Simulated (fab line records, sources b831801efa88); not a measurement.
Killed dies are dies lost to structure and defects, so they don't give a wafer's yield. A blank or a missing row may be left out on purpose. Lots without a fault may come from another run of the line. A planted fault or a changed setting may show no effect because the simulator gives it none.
Which tool did it? | flow gf180mcu | 14 lots, 42 wafers sampled, at 4 steps of a route of 602

WHAT THE GAUGES READ, wafer by wafer
The record holds no reading of a measuring or inspecting step that can be judged against a usual standard deviation.

WHICH TOOL RAN EACH LOT (tool, then ch and the chambers of the sampled wafers, then the start)
lot  | GF_MIM_SPUTTER_04            | GF_MIM_SPUTTER_07            | GF_MIM_SPUTTER_09            | GF_MIM_EXPOSE_16
L825 | pvd_sputter-02, day 24 10:28 | pvd_sputter-01, day 24 10:37 | pvd_sputter-01, day 24 10:40 | iline_stepper-01 ch 0, day 24 22:05
L828 | pvd_sputter-02, day 25 11:23 | pvd_sputter-01, day 25 11:31 | pvd_sputter-01, day 25 11:35 | iline_stepper-01 ch 0, day 25 23:03
L829 | pvd_sputter-03, day 25 23:38 | pvd_sputter-01, day 25 23:46 | pvd_sputter-01, day 25 23:50 | iline_stepper-01 ch 0, day 26 09:35
L831 | pvd_sputter-03, day 26 13:04 | pvd_sputter-01, day 26 13:12 | pvd_sputter-01, day 26 13:16 | iline_stepper-01 ch 0, day 27 00:37
L838 | pvd_sputter-03, day 28 20:38 | pvd_sputter-01, day 28 20:46 | pvd_sputter-01, day 28 20:50 | iline_stepper-02, day 29 05:50
L839 | pvd_sputter-03, day 29 06:36 | pvd_sputter-01, day 29 06:44 | pvd_sputter-01, day 29 06:48 | iline_stepper-01, day 29 17:22
L840 | pvd_sputter-01, day 29 14:27 | pvd_sputter-02, day 29 14:35 | pvd_sputter-02, day 29 14:39 | iline_stepper-01 ch 0, day 29 23:28
L841 | pvd_sputter-02, day 29 20:26 | pvd_sputter-03, day 29 20:34 | pvd_sputter-03, day 29 20:38 | iline_stepper-02 ch 0, day 30 05:22
L842 | pvd_sputter-01, day 29 23:31 | pvd_sputter-02, day 29 23:38 | pvd_sputter-02, day 29 23:43 | iline_stepper-01 ch 0, day 30 09:25
L843 | pvd_sputter-03, day 30 10:06 | pvd_sputter-02, day 30 10:14 | pvd_sputter-02, day 30 10:18 | iline_stepper-02 ch 0, day 30 19:08
L845 | pvd_sputter-01, day 30 18:25 | pvd_sputter-03, day 30 18:32 | pvd_sputter-03, day 30 18:37 | iline_stepper-01 ch 0, day 31 03:47
L846 | pvd_sputter-02, day 30 22:38 | pvd_sputter-03, day 30 22:47 | pvd_sputter-03, day 30 22:50 | iline_stepper-01 ch 0, day 31 08:30
L847 | pvd_sputter-02, day 31 06:11 | pvd_sputter-03, day 31 06:19 | pvd_sputter-03, day 31 06:23 | iline_stepper-01 ch 0, day 31 14:37
L848 | pvd_sputter-02, day 31 13:41 | pvd_sputter-01, day 31 13:50 | pvd_sputter-01, day 31 13:55 | iline_stepper-01 ch 0, day 31 22:27
- GF_MIM_SPUTTER_04: material TiN, target thk 50 nm, time 41.7 s.
- GF_MIM_SPUTTER_07: material TiN, target thk 60 nm, time 50 s.
- GF_MIM_SPUTTER_09: material TiN, target thk 35 nm, time 29.2 s.
- GF_MIM_EXPOSE_16: exposes mask FuseTop, target cd 2000 nm.

WHAT THE TOOLS THEMSELVES READ (means of the sampled wafers that have a number; where no wafer has one, the mark that the record gives instead)
GF_MIM_SPUTTER_04. Usual: throttle_valve_pct 30.3 %, standard deviation 0.72.
lot  | tool           | throttle_valve_pct (%) | flag
L825 | pvd_sputter-02 | 30.5                   |
L828 | pvd_sputter-02 | 30.5                   |
L829 | pvd_sputter-03 | 30.3                   |
L831 | pvd_sputter-03 | 30.5                   |
L838 | pvd_sputter-03 | 29.8                   |
L839 | pvd_sputter-03 | 29.3                   |
L840 | pvd_sputter-01 | 30.6                   |
L841 | pvd_sputter-02 | 29.9                   |
L842 | pvd_sputter-01 | 30.5                   |
L843 | pvd_sputter-03 | 30.2                   |
L845 | pvd_sputter-01 | 30.5                   |
L846 | pvd_sputter-02 | 30.5                   |
L847 | pvd_sputter-02 | 30.7                   |
L848 | pvd_sputter-02 | 29.8                   |

GF_MIM_SPUTTER_07. Usual: throttle_valve_pct 30.4 %, standard deviation 0.73.
lot  | tool           | throttle_valve_pct (%) | flag
L825 | pvd_sputter-01 | 30.6                   |
L828 | pvd_sputter-01 | 30.1                   |
L829 | pvd_sputter-01 | 30.7                   |
L831 | pvd_sputter-01 | 30.1                   |
L838 | pvd_sputter-01 | 30.1                   |
L839 | pvd_sputter-01 | 30.9                   |
L840 | pvd_sputter-02 | 31.2                   |
L841 | pvd_sputter-03 | 31.3                   |
L842 | pvd_sputter-02 | 29.7                   |
L843 | pvd_sputter-02 | 29.9                   |
L845 | pvd_sputter-03 | 30.2                   |
L846 | pvd_sputter-03 | 30.7                   |
L847 | pvd_sputter-03 | 30.6                   |
L848 | pvd_sputter-01 | 30.8                   |

GF_MIM_SPUTTER_09. Usual: throttle_valve_pct 30.4 %, standard deviation 0.72.
lot  | tool           | throttle_valve_pct (%) | flag
L825 | pvd_sputter-01 | 30.5                   |
L828 | pvd_sputter-01 | 30.1                   |
L829 | pvd_sputter-01 | 30.7                   |
L831 | pvd_sputter-01 | 30.2                   |
L838 | pvd_sputter-01 | 30.2                   |
L839 | pvd_sputter-01 | 31.0                   |
L840 | pvd_sputter-02 | 31.0                   |
L841 | pvd_sputter-03 | 31.3                   |
L842 | pvd_sputter-02 | 29.9                   |
L843 | pvd_sputter-02 | 30.0                   |
L845 | pvd_sputter-03 | 30.3                   |
L846 | pvd_sputter-03 | 30.8                   |
L847 | pvd_sputter-03 | 30.4                   |
L848 | pvd_sputter-01 | 30.8                   |

GF_MIM_EXPOSE_16. Usual: exposure_dose_mJ_cm2 139.99, standard deviation 0.13; focus_offset_nm -0.1 nm, standard deviation 0.56.
lot  | tool             | exposure_dose_mJ_cm2 | focus_offset_nm (nm) | flag
L825 | iline_stepper-01 | 140.12               | -0.6                 |
L828 | iline_stepper-01 | 140.12               | -0.1                 |
L829 | iline_stepper-01 | 140.07               | -0.3                 |
L831 | iline_stepper-01 | 139.97               | -0.1                 |
L838 | iline_stepper-02 | -                    | -                    | OFF
L839 | iline_stepper-01 | -                    | -                    | OFF
L840 | iline_stepper-01 | 139.67               | -0.3                 |
L841 | iline_stepper-02 | 139.94               | 0.3                  |
L842 | iline_stepper-01 | 140.00               | 0.8                  |
L843 | iline_stepper-02 | 139.97               | 0.3                  |
L845 | iline_stepper-01 | 139.97               | -0.3                 |
L846 | iline_stepper-01 | 139.98               | -0.2                 |
L847 | iline_stepper-01 | 139.99               | -0.4                 |
L848 | iline_stepper-01 | 140.13               | 0.0                  |

THE ANSWER, worked out from the rows above alone
Rule: a lot is off if the mean of its wafers that have a number lies more than 3 standard deviations from the usual mean. A lot without any number at a reading at which 4 lots or more have one is off too. The other lots that the step has rows for count as sound. The gauges are gone through in route order, then the tools' own readings, and for those a lot's mean is taken as printed above. The first step at which some lot is off is used, and at that step the reading that is off furthest; a lot without a number counts as furthest.
Off: L838, L839, at GF_MIM_EXPOSE_16 (exposure_dose_mJ_cm2). Without a number there: L838, L839.
A tool fits if, at that step or a process step before it, it ran every lot that is off, and no sound lot after the first of them. None of those tried fits.

WHAT THE SIMULATOR HAD PUT IN
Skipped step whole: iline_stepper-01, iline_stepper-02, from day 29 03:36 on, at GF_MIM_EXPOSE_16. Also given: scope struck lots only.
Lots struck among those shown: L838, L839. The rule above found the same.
